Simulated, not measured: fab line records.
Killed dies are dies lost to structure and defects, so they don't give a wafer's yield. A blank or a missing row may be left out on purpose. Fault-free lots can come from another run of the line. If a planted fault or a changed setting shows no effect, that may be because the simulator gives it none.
Comparing a struck lot with a sound one	flow sky130	15 steps out of a route of 708
Sound: the wafers L981.1, L981.2, L981.4. Struck: wafers L984.2, L984.3, L984.5. The cause is given at the end.
Each step with rows lists, per side, the tool, then ch with its chambers, then its first start. Under that, the readings that differ: sound wafers	struck wafers	difference of the means	sigmas: that difference in standard deviations of wafers without a fault.
alike: readings with means less than 2 such deviations apart, plus words and numbers identical on both sides. not compared: withheld readings, readings lacking a value on some wafer, bounds such as >300 that could conceal the same value, and numbers that have no deviation in the record and whose values overlap.
Wherever a step has rows on one side only, a row that says differs or no value, or a row with sigmas, the two part there. When numbers do not overlap yet have no deviation, they are printed without sigmas and do not part them. Lack of a reading on every wafer of one side parts them only where that side has two or more wafers.

first, 3 steps without rows for these wafers: SKY_PASSIVATION_EXPOSE_08 (exposes mask NSM, target cd 3000 nm); SKY_PASSIVATION_PEB_09; SKY_PASSIVATION_DEVELOP_10 (develop time 60 s).
SKY_PASSIVATION_ETCH_11: etches the open film in CF4/O2, stops on AlCu, target depth 725 nm, time 161.1 s.
  sound on rie_diel-02 ch 0,1,2, day 44 23:40; struck on rie_diel-04 ch 0,2, day 46 16:28
  alike: O2_flow_sccm, bias_w, drypump_motor_current_A, oes_product_au, throttle_valve_pct
  not compared: rf_hours_counter_h
SKY_PASSIVATION_STRIP_12: strips in O2/N2.
  sound on plasma_asher-02 ch 0,1, day 44 23:46; struck on plasma_asher-02 ch 0,1, day 46 16:34
  alike: drypump_motor_current_A, n2_flow_sccm, oes_product_au, strip_time_to_endpoint_s
  not compared: rf_hours_counter_h
then, 7 steps without rows for these wafers: SKY_PAD_OPEN_DEHYDRATE_00 (time 60 s); SKY_PAD_OPEN_HMDS_01 (prime time 60 s); SKY_PAD_OPEN_COAT_02 (resist thk 3000 nm); SKY_PAD_OPEN_SOFTBAKE_03; SKY_PAD_OPEN_EXPOSE_04 (exposes mask PDM, target cd 60000 nm); SKY_PAD_OPEN_PEB_05; SKY_PAD_OPEN_DEVELOP_06 (develop time 60 s).
SKY_PAD_OPEN_ETCH_07: etches the open film in CF4/O2, stops on AlCu, target depth 725 nm, time 161.1 s.
  sound on rie_diel-01 ch 1,2,3, day 45 21:16; struck on rie_diel-01 ch 0,1,2, day 47 12:37
reading	sound	struck	difference	sigmas
bias_w (W)	150.1 150.1 150.0	143.0 144.2 144.1	-6.3	-14
  alike: O2_flow_sccm, drypump_motor_current_A, oes_product_au, throttle_valve_pct
  not compared: rf_hours_counter_h
SKY_PAD_OPEN_STRIP_08: strips in O2/N2.
  sound on plasma_asher-04 ch 0,1, day 45 21:22; struck on plasma_asher-03 ch 0,1, day 47 12:43
  alike: drypump_motor_current_A, n2_flow_sccm, oes_product_au
  not compared: rf_hours_counter_h
SKY_PAD_OPEN_PROBE_99:
  the record has rows for the struck wafers here (prober-01, day 47 15:01) and none for the sound ones

## WHERE THEY PART
Last at SKY_PAD_OPEN_PROBE_99 as far as this record goes, first at SKY_PAD_OPEN_ETCH_07.

WHY: the cause the simulator had injected
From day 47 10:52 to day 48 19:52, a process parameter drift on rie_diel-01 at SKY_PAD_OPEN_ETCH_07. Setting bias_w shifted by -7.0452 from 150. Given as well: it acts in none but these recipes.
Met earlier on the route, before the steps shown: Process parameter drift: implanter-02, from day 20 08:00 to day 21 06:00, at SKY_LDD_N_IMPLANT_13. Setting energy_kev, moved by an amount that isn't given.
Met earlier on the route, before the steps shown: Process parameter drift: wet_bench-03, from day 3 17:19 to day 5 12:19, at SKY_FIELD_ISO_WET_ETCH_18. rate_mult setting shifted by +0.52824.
